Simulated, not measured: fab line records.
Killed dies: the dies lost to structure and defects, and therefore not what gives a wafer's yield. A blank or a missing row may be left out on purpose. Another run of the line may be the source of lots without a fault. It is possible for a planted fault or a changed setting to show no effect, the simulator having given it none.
Chamber matching / flow gf180mcu / GF_V2_CMP_26 on cmp-02 has 4 sister chambers
The step polishes, stops on SiO2, t overpolish 15 s, target thk 0 nm. 14 wafers are shown with their chamber, then 7 later ones without.

== WAFERS, EACH WITH ITS CHAMBER ==
wafer=L997.3; chamber=3; motor-current-A (A)=12.3; edge-zone-pressure-frac=0.995; time-to-endpoint-s (s)=88
wafer=L997.4; chamber=1; motor-current-A (A)=10.7; edge-zone-pressure-frac=1.006; time-to-endpoint-s (s)=90
wafer=L997.5; chamber=0; motor-current-A (A)=12.7; edge-zone-pressure-frac=0.991; time-to-endpoint-s (s)=85
wafer=L102.2; chamber=0; motor-current-A (A)=13.0; edge-zone-pressure-frac=1.002; time-to-endpoint-s (s)=90
wafer=L102.3; chamber=2; motor-current-A (A)=10.3; edge-zone-pressure-frac=1.001; time-to-endpoint-s (s)=85
wafer=L102.6; chamber=0; motor-current-A (A)=12.6; edge-zone-pressure-frac=1.003; time-to-endpoint-s (s)=87
wafer=L107.1; chamber=1; motor-current-A (A)=10.1; edge-zone-pressure-frac=0.996; time-to-endpoint-s (s)=94
wafer=L107.2; chamber=2; motor-current-A (A)=10.6; edge-zone-pressure-frac=1.009; time-to-endpoint-s (s)=87
wafer=L107.4; chamber=0; motor-current-A (A)=12.8; edge-zone-pressure-frac=0.996; time-to-endpoint-s (s)=93
wafer=L115.1; chamber=0; motor-current-A (A)=12.9; edge-zone-pressure-frac=0.997; time-to-endpoint-s (s)=88
wafer=L115.2; chamber=3; motor-current-A (A)=10.9; edge-zone-pressure-frac=0.997; time-to-endpoint-s (s)=89
wafer=L115.5; chamber=3; motor-current-A (A)=11.2; edge-zone-pressure-frac=0.991; time-to-endpoint-s (s)=88
wafer=L116.1; chamber=1; motor-current-A (A)=10.6; edge-zone-pressure-frac=0.999; time-to-endpoint-s (s)=83
wafer=L116.2; chamber=3; motor-current-A (A)=11.3; edge-zone-pressure-frac=1.007; time-to-endpoint-s (s)=87

SIGNATURES (averages over the wafers above)
reading=motor-current-A; chamber 0=12.800; chamber 1=10.467; chamber 2=10.450; chamber 3=11.425; scatter within a chamber=0.382
reading=edge-zone-pressure-frac; chamber 0=0.99780; chamber 1=1.00033; chamber 2=1.00500; chamber 3=0.99750; scatter within a chamber=0.00564
reading=time-to-endpoint-s; chamber 0=88.60; chamber 1=89.00; chamber 2=86.00; chamber 3=88.00; scatter within a chamber=3.21
Rule: a wafer's distance from a chamber is the root of the sum, over the readings, of the square of ((its reading less the chamber's mean) divided by the reading's scatter). If the next closest chamber is less than 2 further off than the closest, the wafer can't be placed; otherwise it belongs to the closest. How the scatter is found: for the shown wafers, subtract from each reading the mean of its chamber, square and add these, divide the total by (wafers less chambers), then take the root.

== WAFERS WITHOUT THEIR CHAMBER ==
wafer=L116.4; motor-current-A (A)=13.4; edge-zone-pressure-frac=0.992; time-to-endpoint-s (s)=86
wafer=L117.1; motor-current-A (A)=11.0; edge-zone-pressure-frac=1.009; time-to-endpoint-s (s)=88
wafer=L117.3; motor-current-A (A)=10.2; edge-zone-pressure-frac=0.995; time-to-endpoint-s (s)=86
wafer=L117.5; motor-current-A (A)=13.2; edge-zone-pressure-frac=1.002; time-to-endpoint-s (s)=88
wafer=L118.1; motor-current-A (A)=10.1; edge-zone-pressure-frac=1.009; time-to-endpoint-s (s)=84
wafer=L118.4; motor-current-A (A)=13.3; edge-zone-pressure-frac=0.995; time-to-endpoint-s (s)=88
wafer=L118.5; motor-current-A (A)=10.0; edge-zone-pressure-frac=0.997; time-to-endpoint-s (s)=80

== WHICH CHAMBER EACH WENT THROUGH ==
wafer=L116.4; from the rows above=0; in truth=0
wafer=L117.1; from the rows above=can't be placed: 2 or 1 or 3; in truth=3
wafer=L117.3; from the rows above=can't be placed: 1 or 2 or 3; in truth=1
wafer=L117.5; from the rows above=0; in truth=0
wafer=L118.1; from the rows above=can't be placed: 2 or 1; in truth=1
wafer=L118.4; from the rows above=0; in truth=0
wafer=L118.5; from the rows above=can't be placed: 2 or 1 or 3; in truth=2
Correct placement for 3 of the 7. Can't be placed from these rows: 4 (the true chamber is among the candidates in 4). Number placed wrongly: 0.
